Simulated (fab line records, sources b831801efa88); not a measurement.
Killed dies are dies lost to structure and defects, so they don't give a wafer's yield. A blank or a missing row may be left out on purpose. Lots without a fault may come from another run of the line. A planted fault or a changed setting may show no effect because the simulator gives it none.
Which tool did it? | flow sky130 | 11 lots, 29 wafers sampled, at 5 steps of a route of 708

WHAT THE GAUGES READ, wafer by wafer
SKY_VIA1_RS_MEAS_22: measures by four-point-probe.
lot  | measured     | on            | VIA1_W_RS (ohm/sq)
L679 | day 34 16:23 | film_metro-01 | 0.427 0.428 0.427
L683 | day 35 10:29 | film_metro-03 | 0.424 0.426 0.423
L684 | day 35 16:29 | film_metro-03 | 0.431 0.425 0.432
L688 | day 36 23:03 | film_metro-03 | 0.422 0.427 0.427
L689 | day 37 08:40 | film_metro-03 | 0.421 0.423 0.423
L690 | day 37 17:46 | film_metro-04 | 0.428
L691 | day 37 19:18 | film_metro-04 | 0.431
L694 | day 38 12:44 | film_metro-03 | 0.418 0.430 0.422
L695 | day 39 00:40 | film_metro-01 | 0.427 0.431 0.433
L696 | day 39 01:33 | film_metro-04 | 0.426 0.424 0.428
L701 | day 40 14:08 | film_metro-03 | 0.424 0.422 0.415

SKY_VIA2_RS_MEAS_22: measures by four-point-probe.
lot  | measured     | on            | VIA2_W_RS (ohm/sq)
L679 | day 37 00:03 | film_metro-02 | 0.272 0.274 0.272
L683 | day 37 18:14 | film_metro-04 | 0.277 0.270 0.269
L684 | day 37 23:20 | film_metro-02 | 0.276 0.274 0.278
L688 | day 39 05:20 | film_metro-04 | 0.273 0.188 0.275 0.273 0.188 0.275
L689 | day 39 14:04 | film_metro-02 | 0.272 0.271 0.270
L690 | day 39 22:54 | film_metro-02 | 0.186 0.185
L691 | day 40 00:54 | film_metro-02 | 0.188 0.188
L694 | day 40 18:10 | film_metro-04 | 0.275 0.278 0.278
L695 | day 41 05:07 | film_metro-02 | 0.270 0.272 0.271
L696 | day 41 06:07 | film_metro-02 | 0.274 0.271 0.273
L701 | day 42 17:22 | film_metro-01 | 0.271 0.275 0.274

SKY_VIA2_THK_MEAS_23: measures by xrf.
lot  | measured     | on            | VIA2_W_THK (nm)
L679 | day 37 00:09 | film_metro-02 | 405 400 408
L683 | day 37 18:21 | film_metro-04 | 404 414 416
L684 | day 37 23:26 | film_metro-02 | 398 404 398
L688 | day 39 07:06 | film_metro-04 | 412 - 409 410 - 408
L689 | day 39 14:10 | film_metro-02 | 401 404 404
L690 | day 40 03:31 | film_metro-02 | -
L691 | day 40 08:16 | film_metro-02 | -
L694 | day 40 18:17 | film_metro-04 | 408 405 405
L695 | day 41 05:14 | film_metro-02 | 406 408 405
L696 | day 41 06:14 | film_metro-02 | 402 405 406
L701 | day 42 17:28 | film_metro-01 | 413 410 411

WHICH TOOL RAN EACH LOT (tool, then ch and the chambers of the sampled wafers, then the start)
lot  | SKY_METAL2_DESCUM_17              | SKY_VIA2_CVD_21
L679 | rie_metal-02 ch 0,1, day 35 19:33 | cvd_w-02 ch 0,1, day 36 23:56
L683 | rie_metal-02 ch 0,1, day 36 13:41 | cvd_w-01 ch 0,1, day 37 18:05
L684 | rie_metal-02 ch 0,1, day 36 19:34 | cvd_w-02 ch 0,1, day 37 23:13
L688 | rie_metal-02 ch 0,1, day 38 01:15 | cvd_w-02 ch 0,1, day 39 05:11
L689 | rie_metal-02 ch 0,1, day 38 10:37 | cvd_w-01 ch 0,1, day 39 13:55
L690 | rie_metal-03 ch 0, day 38 19:32   | cvd_w-02 ch 0, day 39 22:44
L691 | rie_metal-01 ch 0, day 38 21:25   | cvd_w-02 ch 0, day 40 00:46
L694 | rie_metal-03 ch 0,1, day 39 14:16 | cvd_w-01 ch 0,1, day 40 18:01
L695 | rie_metal-02 ch 0,1, day 40 02:15 | cvd_w-01 ch 0,1, day 41 04:58
L696 | rie_metal-01 ch 0,1, day 40 03:02 | cvd_w-01 ch 0,1, day 41 05:58
L701 | rie_metal-02 ch 0,1, day 41 15:27 | cvd_w-01 ch 0,1, day 42 17:13
- SKY_METAL2_DESCUM_17: chemistry O2, time 8 s.
- SKY_VIA2_CVD_21: deposits W, target thk 420 nm, time 126.4 s.

WHAT THE TOOLS THEMSELVES READ (means of the sampled wafers that have a number; where no wafer has one, the mark that the record gives instead)
SKY_METAL2_DESCUM_17.
lot  | tool         | chamber_pressure_mTorr (mTorr) | drypump_motor_current_A (A) | oes_product_au (a.u.)
L679 | rie_metal-02 | 9.997                          | 5.7                         | 0.997
L683 | rie_metal-02 | 10.008                         | 5.7                         | 0.992
L684 | rie_metal-02 | 10.005                         | 5.4                         | 0.992
L688 | rie_metal-02 | 9.990                          | 5.4                         | 0.988
L689 | rie_metal-02 | 10.000                         | 5.7                         | 0.986
L690 | rie_metal-03 | 9.992                          | 5.6                         | 0.994
L691 | rie_metal-01 | 10.003                         | 5.0                         | 1.026
L694 | rie_metal-03 | 10.005                         | 6.2                         | 0.979
L695 | rie_metal-02 | 10.003                         | 5.5                         | 0.994
L696 | rie_metal-01 | 9.998                          | 5.2                         | 1.022
L701 | rie_metal-02 | 10.004                         | 5.5                         | 0.992

SKY_VIA2_CVD_21.
lot  | tool     | heater_power_w (W)
L679 | cvd_w-02 | 982
L683 | cvd_w-01 | 930
L684 | cvd_w-02 | 962
L688 | cvd_w-02 | 989
L689 | cvd_w-01 | 885
L690 | cvd_w-02 | 925
L691 | cvd_w-02 | 939
L694 | cvd_w-01 | 855
L695 | cvd_w-01 | 848
L696 | cvd_w-01 | 877
L701 | cvd_w-01 | 879

THE ANSWER, worked out from the rows above alone
Rule: what is usual is taken from the lots themselves. Put in order of their means at a reading, lots are off if they are a third of the lots or fewer, leave a main group of 4 or more, and stand apart from it by a gap of 3 or more times the standard deviation of the main group's means; of several such gaps the widest counts. A main group whose means are all the same, to the digits that the tables above print for the reading, isn't used. A lot without any number at a reading at which 4 lots or more have one is off too. The other lots that the step has rows for count as sound. The gauges are gone through in route order, then the tools' own readings, and for those a lot's mean is taken as printed above. The first step at which some lot is off is used, and at that step the reading that is off furthest; a lot without a number counts as furthest.
Off: L688, L690, L691, at SKY_VIA2_RS_MEAS_22 (VIA2_W_RS). The main group: mean 0.273 ohm/sq, standard deviation 0.0021.
A tool fits if, at a process step before that reading, it ran every lot that is off, and no sound lot after the first of them. The gauges at SKY_VIA2_RS_MEAS_22 are tried like those tools. One fits: cvd_w-02 at SKY_VIA2_CVD_21. Its last sound lot is L684 (day 37 23:13), its first lot that is off L688 (day 39 05:11): a fault that began between those two fits.

WHAT THE SIMULATOR HAD PUT IN
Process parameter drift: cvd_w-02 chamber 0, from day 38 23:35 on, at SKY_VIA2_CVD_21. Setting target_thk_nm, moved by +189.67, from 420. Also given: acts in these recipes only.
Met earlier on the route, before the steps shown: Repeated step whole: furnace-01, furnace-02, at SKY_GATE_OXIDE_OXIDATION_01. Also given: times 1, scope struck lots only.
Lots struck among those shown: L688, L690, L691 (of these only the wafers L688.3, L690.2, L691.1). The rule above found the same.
